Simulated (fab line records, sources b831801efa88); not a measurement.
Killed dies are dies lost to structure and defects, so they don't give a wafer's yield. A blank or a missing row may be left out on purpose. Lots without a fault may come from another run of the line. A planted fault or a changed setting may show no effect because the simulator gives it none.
fab line records | flow sky130
record lots=12 wafers=35 last_day=50
route steps=708 shown FIELD_ISO@14 DNWELL@43 VT_ADJUST_PCH@150 LI_CONTACT@362
lots that met no fault: from a run of the same line without faults
start_h: hours from the record's first day to the start of the lot's first wafer shown | wait_h: hours since the lot's step before | " the same as in the row above | L1.1+2: a row that stands for several wafers | - no value, or no start given | * or withheld: withheld | < > ~ a bound
route shown NAME@n: a module of which the file shows steps, and the number in the route of the first | usual: mean/standard deviation of fault-free wafers | same: alike in all rows | chamber/n: place in a boat | sites: the reading at each site | _std_site: their standard deviation | _edge_site: outer sites' mean less inner sites' | radius_mm: how far each site lies from the wafer's centre | mask NAME#n: copy n | behind: the tool/chamber that last shaped the wafer | hold: why the lot was held/for how many hours/how that ended | device: the transistor (n, p or np) that didn't switch | end of line: the same wafers' tests at the end of the route | a step without rows: its recipe alone | killed: dies lost to structure and defects at the first sort, not the wafer's yield | map: a wafer's dies, x killed, . not, _ none there
set.NAME: the setting as run; set.NAME@STEP: as run at that earlier step | model.NAME: the simulator's own value behind a step, which no gauge read
steps of the route over a sample of lots; a table a step, a row a wafer
services: from which hour (start_h, from the record's first day; less than 0 if before it) a tool's chamber was out of use, for how many hours, and why
## steps
# step SKY_FIELD_ISO_CD_MEAS_13
# recipe target_cd_nm=150
# usual cd_nm=149.7/1.6
# columns lot.wafer tool chamber start_h wait_h cd_nm
L666.1 cd_sem-02 - 27.11 - 152.0
L666.2 " - " " 151.0
L666.3 " - " " 150.9
L668.2 cd_sem-02 - 40.60 - 149.5
L668.4 " - " " 149.7
L668.5 " - " " 150.1
L669.2 cd_sem-02 - 46.63 - 153.3
L669.3 " - " " 152.6
L669.5 " - " " 152.8
L670.2 cd_sem-02 - 65.18 - 149.0
L670.3 " - " " 148.6
L670.5 " - " " 149.9
L672.1 cd_sem-02 - 65.51 - 150.4
L672.4 " - " " 150.8
L672.5 " - " " 150.1
L673.2 cd_sem-02 - 71.30 - 148.7
L673.4 " - " " 148.5
L673.5 " - " " 147.1
L674.2 cd_sem-02 - 71.42 - 151.5
L674.3 " - " " 149.1
L674.6 " - " " 149.2
L676.1 cd_sem-02 - 79.91 - 149.9
L676.4 " - " " 150.8
L676.5 " - " " 150.0
L678.2 cd_sem-02 - 93.58 - 151.5
L678.3 " - " " 151.4
L678.5 " - " " 150.2
L686.3 cd_sem-02 - 133.91 - 147.2
L686.6 " - " " 147.8
L688.1 cd_sem-02 - 143.96 - 148.8
L688.3 " - " " 148.4
L688.4 " - " " 149.1
L689.2 cd_sem-02 - 151.16 - 148.8
L689.3 " - " " 149.8
L689.4 " - " " 149.4
# step SKY_DNWELL_STRIP_08
# recipe chemistry=O2/N2 power_w=1400 pressure_mtorr=1500 platen_temp_c=withheld o2_flow_sccm=3000 n2_flow_sccm=300 overash_fraction=0.5
# usual drypump_motor_current_A=5.5/0.44 oes_product_au=0.722/0.0041 strip_time_to_endpoint_s=36.91/0.096
# columns lot.wafer tool chamber start_h wait_h drypump_motor_current_A oes_product_au rf_hours_counter_h strip_time_to_endpoint_s
L666.1 plasma_asher-04 1 49.88 0.1 5.8 0.723 24 36.94
L666.2 " 0 " " 5.1 0.724 24 36.90
L666.3 " 0 " " 5.1 0.726 - 36.87
L668.2 plasma_asher-03 1 64.65 0.1 5.2 0.722 38 36.99
L668.4 " 1 " " 5.2 0.729 - 37.12
L668.5 " 0 " " 5.3 0.718 - 36.92
L669.2 plasma_asher-04 0 70.73 0.1 5.1 0.715 26 37.02
L669.3 " 0 " " 5.1 0.724 - 36.97
L669.5 " 1 " " 5.8 0.724 - 36.96
L670.2 plasma_asher-01 1 89.98 0.1 5.0 0.719 41 36.95
L670.3 " 1 " " 5.0 0.720 - 36.98
L670.5 " 1 " " 5.0 0.715 - 36.93
L672.1 plasma_asher-04 0 90.21 0.1 5.1 0.716 28 36.78
L672.4 " 0 " " 5.1 0.720 - 36.87
L672.5 " 1 " " 5.8 0.718 - 36.86
L673.2 plasma_asher-04 0 95.80 0.1 5.1 0.725 28 36.96
L673.4 " 0 " " 5.1 0.724 - 36.92
L673.5 " 0 " " 5.1 0.724 - 36.94
L674.2 plasma_asher-01 0 96.15 0.1 6.1 0.723 41 36.83
L674.3 " 0 " " 6.1 0.717 - 36.72
L674.6 " 0 " " 6.1 0.724 - 36.79
L676.1 plasma_asher-04 1 103.61 0.1 5.9 0.725 29 36.98
L676.4 " 0 " " 5.1 0.719 - 37.01
L676.5 " 0 " " 5.1 0.721 - 36.94
L678.2 plasma_asher-01 1 119.01 0.1 5.0 0.720 44 36.94
L678.3 " 1 " " 5.0 0.727 - 36.94
L678.5 " 0 " " 6.1 0.721 - 36.83
L686.3 plasma_asher-01 0 161.24 0.1 6.1 0.718 - 36.95
L686.6 " 0 " " 6.1 0.717 - 36.88
L688.1 plasma_asher-04 1 172.35 0.1 5.8 0.717 35 37.04
L688.3 " 1 " " 5.8 0.727 - 37.04
L688.4 " 0 " " 5.1 0.722 - 36.92
L689.2 plasma_asher-04 0 179.70 0.1 5.1 0.721 36 36.73
L689.3 " 1 " " 5.8 0.726 - 36.87
L689.4 " 0 " " 5.1 0.728 - 36.79
# step SKY_VT_ADJUST_PCH_OVL_MEAS_07
# usual VT_ADJUST_PCH_OVL=-0.9/1.3
# columns lot.wafer tool chamber start_h wait_h VT_ADJUST_PCH_OVL[nm]
L666.1 overlay-01 - 223.87 - -2.3
L666.2 " - " " -1.2
L666.3 " - " " -2.2
L668.2 overlay-01 - 247.02 - -0.7
L668.4 " - " " -0.4
L668.5 " - " " 0.1
L669.2 overlay-02 - 255.86 - 1.2
L669.3 " - " " 0.3
L669.5 " - " " 0.0
L670.2 overlay-01 - 281.13 - -1.7
L670.3 " - " " -1.7
L670.5 " - " " -1.4
L672.1 overlay-01 - 282.46 - -1.0
L672.4 " - " " 0.5
L672.5 " - " " -0.5
L673.2 overlay-01 - 293.58 - -1.9
L673.4 " - " " -2.3
L673.5 " - " " -2.0
L674.2 overlay-01 - 293.71 - -0.2
L674.3 " - " " -1.8
L674.6 " - " " 0.4
L676.1 overlay-01 - 302.26 - -0.3
L676.4 " - " " -0.7
L676.5 " - " " -1.5
L678.2 overlay-02 - 323.07 - 0.6
L678.3 " - " " -0.4
L678.5 " - " " -1.4
L686.3 overlay-01 - 385.72 - -2.2
L686.6 " - " " -1.5
L688.1 overlay-02 - 399.16 - 0.8
L688.3 " - " " 2.3
L688.4 " - " " 2.0
L689.2 overlay-02 - 407.72 - -0.5
L689.3 " - " " -0.2
L689.4 " - " " 0.7
# step SKY_LI_CONTACT_HDPCVD_00
# recipe material=PSG target_thk_nm=930 sigma_open_frac=0.3 time_s=155 temp_c=600 sih4_flow_sccm=60 pressure_mtorr=6
# usual run_length_s=182.7/0.43
# columns lot.wafer tool chamber start_h wait_h run_length_s
L666.1 hdpcvd-02 0 644.70 0.0 181.9
L666.2 " 1 " " 182.4
L666.3 " 1 " " 182.8
L668.2 hdpcvd-01 2 673.26 0.0 182.8
L668.4 " 1 " " 182.3
L668.5 " 0 " " 182.6
L669.2 hdpcvd-01 1 679.84 0.0 182.5
L669.3 " 0 " " 182.3
L669.5 " 2 " " 183.5
L670.2 hdpcvd-02 0 707.14 0.0 182.4
L670.3 " 2 " " 183.0
L670.5 " 2 " " 183.4
L672.1 hdpcvd-02 1 710.99 0.0 182.9
L672.4 " 1 " " 182.8
L672.5 " 2 " " 183.0
L674.2 hdpcvd-01 1 722.87 0.0 182.6
L674.3 " 0 " " 182.9
L674.6 " 0 " " 182.8
L673.2 hdpcvd-01 0 727.19 0.0 182.3
L673.4 " 1 " " 182.4
L673.5 " 0 " " 182.3
L676.1 hdpcvd-01 2 729.70 0.0 183.3
L676.4 " 2 " " 182.7
L676.5 " 0 " " 182.2
L678.2 hdpcvd-02 1 751.51 0.0 182.6
L678.3 " 2 " " 183.7
L678.5 " 0 " " 182.2
L686.3 hdpcvd-02 1 810.91 0.0 205.7
L686.6 " 2 " " 182.9
L688.1 hdpcvd-01 0 826.71 0.0 183.2
L688.3 " 1 " " 182.5
L688.4 " 1 " " 183.0
L689.2 hdpcvd-01 2 828.74 0.0 183.3
L689.3 " 0 " " 182.3
L689.4 " 2 " " 182.9
# step SKY_LI_CONTACT_THK_MEAS_01
# recipe reads=PSG_of_LI_CONTACT_HDPCVD_00
# usual LI_CONTACT_HDPCVD_THK=932/9.6
# columns lot.wafer tool chamber start_h wait_h LI_CONTACT_HDPCVD_THK[nm]
L666.1 film_metro-02 - 644.86 0.1 933
L666.2 " - " " 935
L666.3 " - " " 935
L668.2 film_metro-03 - 673.37 0.1 925
L668.4 " - " " 935
L668.5 " - " " 925
L669.2 film_metro-03 - 679.95 0.1 929
L669.3 " - " " 931
L669.5 " - " " 917
L670.2 film_metro-03 - 707.25 0.1 943
L670.3 " - " " 931
L670.5 " - " " 929
L672.1 film_metro-03 - 711.09 0.1 923
L672.4 " - " " 935
L672.5 " - " " 928
L674.2 film_metro-01 - 722.98 0.1 937
L674.3 " - " " 943
L674.6 " - " " 935
L673.2 film_metro-01 - 727.30 0.1 939
L673.4 " - " " 942
L673.5 " - " " 933
L676.1 film_metro-03 - 729.81 0.1 946
L676.4 " - " " 936
L676.5 " - " " 946
L678.2 film_metro-02 - 751.63 0.1 923
L678.3 " - " " 927
L678.5 " - " " 933
L686.3 film_metro-01 - 811.04 0.1 1056
L686.6 " - " " 914
L688.1 film_metro-01 - 826.82 0.1 944
L688.3 " - " " 937
L688.4 " - " " 939
L689.2 film_metro-01 - 828.86 0.1 925
L689.3 " - " " 929
L689.4 " - " " 930
# step SKY_LI_CONTACT_CMP_02
# recipe material=PSG down_force_psi=4 platen_rpm=60 pad_velocity_m_s=0.94248
# usual edge_zone_pressure_frac=1.000/0.0054 motor_current_A=11.4/1.2 slurry_flow_ml_min=150.0/0.47 time_to_endpoint_s=32.8/2.4
# columns lot.wafer tool chamber start_h wait_h edge_zone_pressure_frac motor_current_A slurry_flow_ml_min time_to_endpoint_s
L666.2 cmp-02 2 644.97 0.1 0.995 9.8 150.0 29.5
L666.1 " 3 " " 0.989 10.3 149.9 32.7
L666.3 " 0 " " 1.005 13.3 149.3 37.5
L668.4 cmp-01 2 673.42 0.0 1.006 10.2 150.6 35.2
L668.2 " 3 " " 1.005 12.1 149.8 30.7
L668.5 " 3 " " 0.996 11.3 149.3 25.2
L669.3 cmp-01 3 680.10 0.1 1.005 10.9 150.6 31.6
L669.2 " 0 " " 0.996 13.7 150.2 34.6
L669.5 " 1 " " 1.001 11.9 150.0 31.6
L670.3 cmp-01 1 707.35 0.1 1.005 12.1 149.9 32.9
L670.2 " 2 " " 1.010 9.9 150.0 37.0
L670.5 " 0 " " 1.007 13.3 149.8 32.2
L672.1 cmp-01 0 711.20 0.1 0.993 12.8 149.1 36.0
L672.4 " 1 " " 0.990 11.7 151.0 32.1
L672.5 " 3 " " 1.003 11.1 150.1 29.0
L674.2 cmp-02 1 723.03 0.0 0.987 12.4 149.9 32.1
L674.3 " 2 " " 0.998 9.6 150.4 30.8
L674.6 " 1 " " 0.998 12.1 149.8 33.4
L673.4 cmp-02 2 727.45 0.1 1.003 10.0 151.2 31.6
L673.2 " 3 " " 1.015 10.5 149.6 33.6
L673.5 " 1 " " 0.994 12.0 150.2 30.6
L676.1 cmp-01 0 729.97 0.1 0.999 12.7 150.8 35.5
L676.4 " 1 " " 0.997 12.0 150.7 31.0
L676.5 " 2 " " 1.004 10.2 149.5 34.5
L678.2 cmp-02 2 751.73 0.1 0.998 9.5 150.0 32.3
L678.3 " 0 " " 0.996 13.0 149.7 36.6
L678.5 " 2 " " 1.000 9.3 150.0 31.3
L686.3 cmp-01 2 811.13 0.1 1.002 10.2 150.7 46.0
L686.6 " 1 " " 0.998 11.6 150.7 26.9
L688.4 cmp-01 1 826.88 0.0 1.004 11.9 149.0 29.4
L688.3 " 2 " " 1.004 10.4 149.8 33.3
L688.1 " 3 " " 0.998 11.5 150.4 31.8
L689.2 cmp-01 0 828.96 0.1 0.998 12.3 149.5 32.5
L689.3 " 1 " " 0.997 11.3 149.0 33.3
L689.4 " 2 " " 0.997 10.0 150.9 36.4
## services
# columns tool chamber start_h hours kind
cmp-01 - 28.01 6.7 pm
cmp-01 - 64.00 4.0 pm
cmp-01 - 96.23 0.6 repair
plasma_asher-04 - 134.99 0.9 repair
plasma_asher-04 - 139.09 1.6 repair
hdpcvd-01 1 167.11 19.0 repair
hdpcvd-01 - 216.75 2.8 pm
cmp-01 - 227.13 1.1 repair
cmp-01 - 277.57 0.7 repair
cmp-01 - 301.29 0.6 repair
plasma_asher-04 - 308.94 3.7 repair
hdpcvd-01 2 349.73 6.8 repair
hdpcvd-01 - 366.25 15.0 pm
cmp-01 - 376.86 0.8 repair
cmp-01 - 397.01 5.7 pm
cmp-01 - 404.00 4.0 pm
cmp-01 - 427.93 0.9 repair
cmp-01 - 430.54 1.8 repair
cmp-01 - 495.38 0.6 repair
cmp-01 - 514.82 3.5 pm
cmp-01 - 527.14 2.3 repair
cmp-01 - 582.30 0.2 repair
cmp-01 - 744.00 4.0 pm
cmp-01 - 766.01 3.7 pm
## key
first_sign step=SKY_LI_CONTACT_HDPCVD_00 reading=run_length_s direction=up sigmas=54 usual=* struck=*
effect step=SKY_LI_CONTACT_THK_MEAS_01 reading=LI_CONTACT_HDPCVD_THK direction=up sigmas=13 usual=932 struck=1056
effect step=SKY_LI_CONTACT_CMP_02 reading=time_to_endpoint_s direction=up sigmas=5.5 usual=* struck=*
met_at SKY_LI_CONTACT_HDPCVD_00
struck_lots L686
struck_wafers L686.3
tester_left_out L686
not_acting_at SKY_FIELD_ISO_CD_MEAS_13,SKY_DNWELL_STRIP_08,SKY_VT_ADJUST_PCH_OVL_MEAS_07
onset_between 751.51 810.91
fault kind=process_parameter_drift tool=hdpcvd-02 chamber=- onset_h=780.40 steps=SKY_LI_CONTACT_HDPCVD_00 channel=time_s offset=* shape=step end_h=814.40 scope=struck_wafers_only acts_in=* stated=*
# tester_left_out: of these lots the tester's yield and bins aren't shown, on N5 and GAA mostly nor the transistor test; their killed dies are dies lost to structure and defects alone, not to doping, threshold or leakage, so they don't give the yield
